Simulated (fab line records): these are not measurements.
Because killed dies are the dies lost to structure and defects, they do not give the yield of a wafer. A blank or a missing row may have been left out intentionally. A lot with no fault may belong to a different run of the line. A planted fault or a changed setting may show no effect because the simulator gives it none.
The tool behind it: which one? | flow gf180mcu | 12 lots with 36 wafers sampled at 5 steps, on a route of 602 steps

== WHAT THE GAUGES SHOWED, per wafer ==
GF_VT_IMPLANT_RS_MEAS_46: the measuring method here is four-point-probe. Usual: MVSD_RS gives 457.0 ohm/sq (standard deviation 0.98).
lot  | measured     | on            | MVSD_RS (ohm/sq)  | flag
L424 | day 7 12:55  | film metro-03 | 457.4 458.1 457.8 |
L426 | day 8 01:58  | film metro-03 | 456.0 456.4 455.0 |
L427 | day 8 14:55  | film metro-03 | 456.9 457.1 457.9 |
L428 | day 8 18:32  | film metro-03 | 456.2 455.3 456.6 |
L429 | day 9 01:26  | film metro-02 | 457.7 458.1 458.2 |
L431 | day 9 14:13  | film metro-02 | 458.3 457.5 457.4 |
L433 | day 10 03:37 | film metro-03 | 456.4 458.4 456.9 |
L434 | day 10 11:32 | film metro-04 | 456.4 456.9 457.7 |
L435 | day 10 16:55 | film metro-03 | 457.9 456.6 457.8 |
L441 | day 12 09:25 | film metro-03 | 457.4 458.6 457.6 |
L444 | day 13 06:37 | film metro-04 | 457.5 456.7 455.9 |
L447 | day 14 05:22 | film metro-04 | 454.4 455.6 454.7 |

GF_HV_LDD_OVL_MEAS_08. Usual: HV_LDD_OVL gives 1.6 nm (standard deviation 1.5).
lot  | measured     | on         | HV_LDD_OVL (nm) | flag
L424 | day 9 23:56  | overlay-02 | 0.2 1.8 0.6     |
L426 | day 10 15:52 | overlay-01 | -0.4 0.3 -0.3   |
L427 | day 11 02:27 | overlay-01 | 4.8 3.7 1.8     |
L428 | day 11 10:39 | overlay-01 | 2.2 1.5 -0.2    |
L429 | day 11 16:26 | overlay-01 | 0.9 1.2 1.2     |
L431 | day 12 04:35 | overlay-02 | 0.3 -0.8 0.7    |
L433 | day 12 21:14 | overlay-01 | 1.7 2.5 0.6     |
L434 | day 13 05:16 | overlay-01 | 1.0 0.3 2.4     |
L435 | day 13 10:32 | overlay-01 | 1.6 0.9 1.7     |
L441 | day 15 08:31 | overlay-02 | -0.5 0.8 0.1    |
L444 | day 16 07:20 | overlay-01 | 4.1 3.2 3.9     |
L447 | day 17 07:28 | overlay-01 | -0.4 -1.1 0.2   |

GF_HV_LDD_TW_MEAS_23. Usual: HV_LDD_2_TW gives 1068 (standard deviation 6.2).
lot  | measured     | on            | HV_LDD_2_TW    | flag
L424 | day 10 18:43 | film metro-04 | 1076 1070 1074 |
L426 | day 11 11:37 | film metro-04 | 1057 1064 1059 |
L427 | day 11 22:01 | film metro-04 | 1064 1069 1062 |
L428 | day 12 06:32 | film metro-04 | 1065 1065 1067 |
L429 | day 12 12:27 | film metro-04 | 1064 1073 1064 |
L431 | day 13 01:39 | film metro-02 | 1080 1073 1080 |
L433 | day 13 18:18 | film metro-04 | 1061 1063 1060 |
L434 | day 14 02:21 | film metro-04 | 1065 1068 1066 |
L435 | day 14 08:31 | film metro-02 | 1080 1078 1077 |
L441 | day 16 07:42 | film metro-04 | 1859 1868 1862 | OFF
L444 | day 17 06:09 | film metro-03 | 1868 1868 1865 | OFF
L447 | day 18 07:16 | film metro-03 | 1073 1066 1075 |

== TOOL THAT RAN EACH LOT (tool first, then ch and the chambers of the sampled wafers, then the start) ==
lot  | GF_VT_IMPLANT_STRIP_42               | GF_HV_LDD_IMPLANT_21
L424 | plasma asher-02 ch 0,1, day 7 12:35  | implanter-03 ch 0, day 10 18:28
L426 | plasma asher-04 ch 0,1, day 8 01:38  | implanter-04 ch 0, day 11 11:23
L427 | plasma asher-02 ch 0,1, day 8 14:32  | implanter-04 ch 0, day 11 21:48
L428 | plasma asher-04 ch 0,1, day 8 18:13  | implanter-02 ch 0, day 12 06:18
L429 | plasma asher-02 ch 0,1, day 9 01:08  | implanter-02 ch 0, day 12 12:12
L431 | plasma asher-02 ch 0,1, day 9 13:55  | implanter-03 ch 0, day 13 01:24
L433 | plasma asher-02 ch 0, day 10 03:19   | implanter-03 ch 0, day 13 18:03
L434 | plasma asher-02 ch 0,1, day 10 11:14 | implanter-04 ch 0, day 14 02:06
L435 | plasma asher-01 ch 0,1, day 10 16:37 | implanter-02 ch 0, day 14 08:16
L441 | plasma asher-02 ch 0,1, day 12 09:05 | implanter-02 ch 0, day 16 07:27
L444 | plasma asher-01 ch 0,1, day 13 06:17 | implanter-02 ch 0, day 17 05:57
L447 | plasma asher-02 ch 0,1, day 14 05:03 | implanter-03 ch 0, day 18 07:01
- GF_VT_IMPLANT_STRIP_42: strips in O2/N2.
- GF_HV_LDD_IMPLANT_21

== WHAT THE TOOLS THEMSELVES READ (means of the sampled wafers that have a number; where no wafer has one, the mark that the record gives instead) ==
GF_VT_IMPLANT_STRIP_42. Usual: chamber pressure mTorr 1499.9 mTorr, standard deviation 1.3; drypump motor current A 5.7 A, standard deviation 0.51; heater power w 338 W, standard deviation 23; n2 flow sccm 299.9 sccm, standard deviation 0.82; o2 flow sccm 3000 sccm, standard deviation 8.2; oes product au 0.715 a.u., standard deviation 0.0041; platen temp c 250.01 C, standard deviation 0.18; strip time to endpoint s 12.64 s, standard deviation 0.033.
lot  | tool            | chamber pressure mTorr (mTorr) | drypump motor current A (A) | heater power w (W) | n2 flow sccm (sccm) | o2 flow sccm (sccm) | oes product au (a.u.) | platen temp c (C) | strip time to endpoint s (s) | flag
L424 | plasma asher-02 | 1500.3                         | 6.1                         | 362                | 299.6               | 3001                | 0.713                 | 250.05            | 12.66                        |
L426 | plasma asher-04 | 1499.0                         | 6.1                         | 341                | 299.3               | 2993                | 0.713                 | 249.84            | 12.61                        |
L427 | plasma asher-02 | 1499.8                         | 6.0                         | 348                | 300.7               | 3010                | 0.718                 | 249.90            | 12.64                        |
L428 | plasma asher-04 | 1501.5                         | 5.6                         | 327                | 300.2               | 3000                | 0.716                 | 250.16            | 12.68                        |
L429 | plasma asher-02 | 1500.8                         | 6.1                         | 349                | 299.8               | 2997                | 0.716                 | 249.88            | 12.68                        |
L431 | plasma asher-02 | 1500.4                         | 6.1                         | 347                | 299.7               | 2997                | 0.715                 | 250.01            | 12.67                        |
L433 | plasma asher-02 | 1498.9                         | 6.2                         | 382                | 300.2               | 3007                | 0.714                 | 249.89            | 12.61                        |
L434 | plasma asher-02 | 1499.9                         | 6.1                         | 363                | 300.6               | 3001                | 0.710                 | 249.96            | 12.63                        |
L435 | plasma asher-01 | 1499.3                         | 5.3                         | 316                | 299.3               | 3004                | 0.714                 | 250.14            | 12.64                        |
L441 | plasma asher-02 | 1500.2                         | 6.1                         | 358                | 300.1               | 2993                | 0.716                 | 250.01            | 12.62                        |
L444 | plasma asher-01 | 1499.6                         | 5.3                         | 318                | 299.7               | 2994                | 0.719                 | 250.04            | 12.61                        |
L447 | plasma asher-02 | 1500.3                         | 6.0                         | 349                | 300.6               | 3002                | 0.721                 | 249.95            | 12.69                        |

GF_HV_LDD_IMPLANT_21. Usual: beam on s 9.99 s, standard deviation 0.2; dose ions cm2 4.999e+13, standard deviation 5.3e+10; end station pressure torr 5.23e-06 Torr, standard deviation 2.8e-07; faraday current uA 282, standard deviation 5.6.
lot  | tool         | beam on s (s) | dose ions cm2 | end station pressure torr (Torr) | faraday current uA | flag
L424 | implanter-03 | 10.07         | 5.002e+13     | 5.15e-06                         | 280                |
L426 | implanter-04 | 9.89          | 4.999e+13     | 5.31e-06                         | 285                |
L427 | implanter-04 | 10.11         | 4.991e+13     | 5.25e-06                         | 278                |
L428 | implanter-02 | 9.90          | 4.999e+13     | 5.37e-06                         | 284                |
L429 | implanter-02 | 9.92          | 4.994e+13     | 5.32e-06                         | 285                |
L431 | implanter-03 | 9.97          | 4.995e+13     | 5.32e-06                         | 283                |
L433 | implanter-03 | 9.80          | 4.995e+13     | 5.28e-06                         | 288                |
L434 | implanter-04 | 10.23         | 4.996e+13     | 5.42e-06                         | 276                |
L435 | implanter-02 | 10.10         | 4.995e+13     | 5.38e-06                         | 279                |
L441 | implanter-02 | 25.03         | 3.009e+14     | 5.24e-06                         | 676                | OFF
L444 | implanter-02 | 25.03         | 3.009e+14     | 5.35e-06                         | 677                | OFF
L447 | implanter-03 | 10.14         | 5.002e+13     | 5.34e-06                         | 278                |

== THE ANSWER, worked out from the rows above alone ==
Rule: take the mean of a lot's wafers that have a number; if it is more than 3 standard deviations from the usual mean, the lot is off. Also off: a lot with no number at a reading for which 4 or more lots have one. All remaining lots with rows at the step are treated as sound. First the gauges in route order, then the tools' own readings, where a lot's mean is used as printed above. The first step at which some lot is off is used, and at that step the reading that is off furthest; a lot without a number counts as furthest.
Off: L441, L444, at GF_HV_LDD_TW_MEAS_23 (HV_LDD_2_TW).
If a tool, at a process step before that reading, ran all the lots that are off and no sound lot after the first of them, it fits. The gauges at GF_HV_LDD_TW_MEAS_23 aren't tried: what is off there is off at GF_HV_LDD_IMPLANT_21 too, on other tools, and a gauge's error can't cause that. One fits: implanter-02 at GF_HV_LDD_IMPLANT_21. A fault onset in the window from L435 (day 14 08:16, its last sound lot) to L441 (day 16 07:27, its first lot off) fits.
The tool's own readings at GF_HV_LDD_IMPLANT_21 bear it out: on the lots that are off they differ by more than 5 times the standard deviation of the sound lots' means. beam on s reads 25.03 s there against 10.01 s on the sound lots; dose ions cm2 reads 3.009e+14 there against 4.997e+13 on the sound lots; faraday current uA reads 676 there against 282 on the sound lots.

== WHAT THE SIMULATOR HAD INSERTED ==
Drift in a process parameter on implanter-02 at GF_HV_LDD_IMPLANT_21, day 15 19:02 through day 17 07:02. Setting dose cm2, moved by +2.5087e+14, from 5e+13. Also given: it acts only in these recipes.
Lots struck among those shown: L441, L444. The rule given above showed the same thing.
